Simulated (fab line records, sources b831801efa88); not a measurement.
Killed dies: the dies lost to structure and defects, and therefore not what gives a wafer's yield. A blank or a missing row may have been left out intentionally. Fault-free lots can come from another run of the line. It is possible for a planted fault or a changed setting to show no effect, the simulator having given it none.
Which tool did it? | flow sky130 | 18 wafers sampled from 6 lots at 1 step of a route of 708

== WHAT THE GAUGES SHOWED, per wafer ==
SKY_FIELD_ISO_THK_MEAS_02.
lot  | measured    | on            | FIELD_ISO_OXIDATION_00_THK (nm)
L214 | day 2 06:30 | film-metro-02 | 11.6 11.6 11.4
L217 | day 2 21:46 | film-metro-03 | 12.2 12.2 12.2
L219 | day 3 03:38 | film-metro-01 | 12.5 12.6 12.3
L227 | day 4 19:39 | film-metro-03 | 12.1 12.0 12.2
L229 | day 5 06:38 | film-metro-01 | 11.7 12.1 11.9
L233 | day 6 03:51 | film-metro-02 | 12.2 12.2 12.2

== WHICH TOOL RAN EACH LOT (tool, then ch and the chambers of the sampled wafers, then the start) ==
Before these readings, the record contains no process step.

== THE ANSWER, worked out from the rows above alone ==
Rule: usual is defined by the lots themselves. Put in order of their means at a reading, lots are off if they are a third of the lots or fewer, leave a main group of 4 or more, and stand apart from it by a gap of 3 or more times the standard deviation of the main group's means; of several such gaps the widest counts. If all means in a main group match to the digits the tables above print for the reading, that group is not used. Also off: a lot with no number at a reading for which 4 or more lots have one. The other lots that the step has rows for count as sound.
Across all readings shown, no lot is off: no conclusion can be drawn from this.

== WHAT WAS PUT IN BY THE SIMULATOR ==
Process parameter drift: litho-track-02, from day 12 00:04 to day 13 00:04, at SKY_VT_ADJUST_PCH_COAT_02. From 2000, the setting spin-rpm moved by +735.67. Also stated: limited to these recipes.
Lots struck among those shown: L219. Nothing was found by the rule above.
